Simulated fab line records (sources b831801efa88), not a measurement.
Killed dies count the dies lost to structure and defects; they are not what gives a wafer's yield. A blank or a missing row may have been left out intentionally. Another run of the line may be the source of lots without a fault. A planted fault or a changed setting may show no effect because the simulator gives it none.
Problem report in the 8D (eight disciplines) form, filled by code | flow sky130 | the parts of the form that need people (team, actions taken, sign-off) are left out

## 1. THE PROBLEM
Across 6 wafers from 2 lots, GATE_OXIDE_OXIDATION_00_THK at SKY_GATE_OXIDE_THK_MEAS_02 averages 6.05 nm, while fault-free wafers read 10.18 nm with a standard deviation of 0.26. Relative to the usual mean, that is a shift of -16 standard deviations.
Seen first at day 17 01:05 on film_metro-04, wafer L622.3. The record has a number at this step for 36 wafers belonging to 12 lots. By rule, "out" or "out of limits" means more than 4 standard deviations away from the usual mean. All remaining wafers that have a number are taken as sound.

## 2. WHAT IT IS; WHAT IT IS NOT
question                    | is                           | is not
which readings at this step | GATE_OXIDE_OXIDATION_00_THK  | -
which lots                  | L622, L625                   | L609, L611, L612, L615, L618, L623, L624, L629, L631, L632
which wafers of those lots  | all that have a number       | -
read on which gauges        | film_metro-03, film_metro-04 | film_metro-02
when                        | from day 17 01:05            | up to then (15 sound wafers); but 15 sound wafers of L623, L624, L629, L631, L632 came after

## 3. WHAT RULES OUT EACH SUSPECT
Counting: a tool at any process step up to the reading remains a suspect when it ran all the lots that are out and ran no sound lot after the first of those.
- the gauge at SKY_GATE_OXIDE_THK_MEAS_02: ruled out. 2 gauges (film_metro-03, film_metro-04) read the wafers that are out.
- furnace-01 at SKY_GATE_OXIDE_OXIDATION_01 (stabilise 600 s, purge 300 s, target thk 10.268 nm): kept. All lots that are out passed through it, beginning with L622 at day 16 23:40, and no sound lot followed; its final sound lot before that point was L611 at day 13 21:12.
The count leaves furnace-01 at SKY_GATE_OXIDE_OXIDATION_01.

## 4. THE CAUSE (what the simulator had put in)
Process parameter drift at SKY_GATE_OXIDE_OXIDATION_01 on furnace-01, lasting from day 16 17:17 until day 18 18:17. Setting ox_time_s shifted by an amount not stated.
After counting, this tool was the only one left.

## 5. THE CHAIN OF EFFECTS, in route order
Each row: a reading where the mean over the struck wafers with a number is more than 3 standard deviations away from the usual. Only readings whose record carries a usual standard deviation are examined. hours: median over the lots of the time between each lot's start at the first step of this table that gives one and its start at this step. sigmas: the change, counted in usual standard deviations.
hours | step                       | reading                     | usual    | on struck wafers | change | sigmas
0     | SKY_GATE_OXIDE_THK_MEAS_02 | GATE_OXIDE_OXIDATION_00_THK | 10.18 nm | 6.05             | -4.13  | -16

## 6. WHAT WOULD HAVE CAUGHT IT SOONER
8 hours passed between the start of the fault at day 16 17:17 and the first reading out of limits at a measuring or inspecting step in this record, taken at day 17 01:05.
No tool reading at SKY_GATE_OXIDE_OXIDATION_01 that has a usual standard deviation in the record was out on any struck wafer, so an alarm limit of 4 standard deviations on those readings would not have fired.
Lots out: 2; of these, L625 started SKY_GATE_OXIDE_OXIDATION_01 on furnace-01 after day 17 01:05. Holding the tool at that time would have saved it.
